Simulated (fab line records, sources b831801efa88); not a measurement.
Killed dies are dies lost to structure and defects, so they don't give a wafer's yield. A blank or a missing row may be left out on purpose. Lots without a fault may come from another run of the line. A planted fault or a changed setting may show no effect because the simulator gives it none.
Which tool did it? | flow sky130 | 14 lots, 42 wafers sampled, at 2 steps of a route of 708

WHAT THE GAUGES READ, wafer by wafer
SKY_GATE_OXIDE_THK_MEAS_02.
lot  | measured     | on            | GATE_OXIDE_OXIDATION_00_THK (nm)
L464 | day 12 22:34 | film_metro-04 | 10.52 10.68 10.56
L466 | day 13 12:07 | film_metro-01 | 10.44 10.42 10.38
L467 | day 13 19:51 | film_metro-04 | 10.62 10.44 10.48
L468 | day 14 02:06 | film_metro-01 | 10.19 10.11 10.17
L469 | day 14 10:58 | film_metro-04 | 10.28 10.34 10.23
L471 | day 15 08:47 | film_metro-02 | 10.31 10.34 10.33
L473 | day 16 00:25 | film_metro-01 | 10.09 10.16 10.12
L477 | day 17 01:32 | film_metro-04 | 10.26 10.24 10.02
L480 | day 18 12:55 | film_metro-01 | 10.53 10.48 10.29
L481 | day 18 12:55 | film_metro-04 | 10.09 10.05 10.13
L482 | day 18 18:20 | film_metro-04 | 12.66 12.84 12.68
L483 | day 19 03:09 | film_metro-01 | 9.97 10.09 10.12
L484 | day 19 12:25 | film_metro-04 | 12.47 12.45 12.53
L487 | day 20 17:34 | film_metro-01 | 10.36 10.15 10.46

WHICH TOOL RAN EACH LOT (tool, then ch and the chambers of the sampled wafers, then the start)
lot  | SKY_GATE_OXIDE_OXIDATION_01
L464 | furnace-02 ch 0, day 12 21:10
L466 | furnace-02 ch 0, day 13 10:42
L467 | furnace-02 ch 0, day 13 18:26
L468 | furnace-01 ch 0, day 14 00:40
L469 | furnace-02 ch 0, day 14 09:33
L471 | furnace-01 ch 0, day 15 07:22
L473 | furnace-02 ch 0, day 15 22:59
L477 | furnace-01 ch 0, day 17 00:07
L480 | furnace-02 ch 0, day 18 11:31
L481 | furnace-02 ch 0, day 18 11:31
L482 | furnace-01 ch 0, day 18 16:54
L483 | furnace-02 ch 0, day 19 01:44
L484 | furnace-01 ch 0, day 19 11:01
L487 | furnace-02 ch 0, day 20 16:09
- SKY_GATE_OXIDE_OXIDATION_01: stabilise 600 s, purge 300 s, target thk 10.268 nm.

WHAT THE TOOLS THEMSELVES READ (means of the sampled wafers that have a number; where no wafer has one, the mark that the record gives instead)
SKY_GATE_OXIDE_OXIDATION_01.
lot  | tool       | zone_power_upper_pct (%)
L464 | furnace-02 | 20.4
L466 | furnace-02 | 20.1
L467 | furnace-02 | 20.4
L468 | furnace-01 | 16.5
L469 | furnace-02 | 20.4
L471 | furnace-01 | 16.4
L473 | furnace-02 | 20.2
L477 | furnace-01 | 16.3
L480 | furnace-02 | 20.4
L481 | furnace-02 | 20.4
L482 | furnace-01 | 16.4
L483 | furnace-02 | 20.5
L484 | furnace-01 | 16.5
L487 | furnace-02 | 20.4

THE ANSWER, worked out from the rows above alone
Rule: what is usual is taken from the lots themselves. Put in order of their means at a reading, lots are off if they are a third of the lots or fewer, leave a main group of 4 or more, and stand apart from it by a gap of 3 or more times the standard deviation of the main group's means; of several such gaps the widest counts. A main group whose means are all the same, to the digits that the tables above print for the reading, isn't used. A lot without any number at a reading at which 4 lots or more have one is off too. The other lots that the step has rows for count as sound. The gauges are gone through in route order, then the tools' own readings, and for those a lot's mean is taken as printed above. The first step at which some lot is off is used, and at that step the reading that is off furthest; a lot without a number counts as furthest.
Off: L482, L484, at SKY_GATE_OXIDE_THK_MEAS_02 (GATE_OXIDE_OXIDATION_00_THK). The main group: mean 10.29 nm, standard deviation 0.17.
A tool fits if, at a process step before that reading, it ran every lot that is off, and no sound lot after the first of them. The gauges at SKY_GATE_OXIDE_THK_MEAS_02 are tried like those tools. Can't be told from this: 2 tools fit, furnace-01 at SKY_GATE_OXIDE_OXIDATION_01, film_metro-04 at SKY_GATE_OXIDE_THK_MEAS_02.

WHAT THE SIMULATOR HAD PUT IN
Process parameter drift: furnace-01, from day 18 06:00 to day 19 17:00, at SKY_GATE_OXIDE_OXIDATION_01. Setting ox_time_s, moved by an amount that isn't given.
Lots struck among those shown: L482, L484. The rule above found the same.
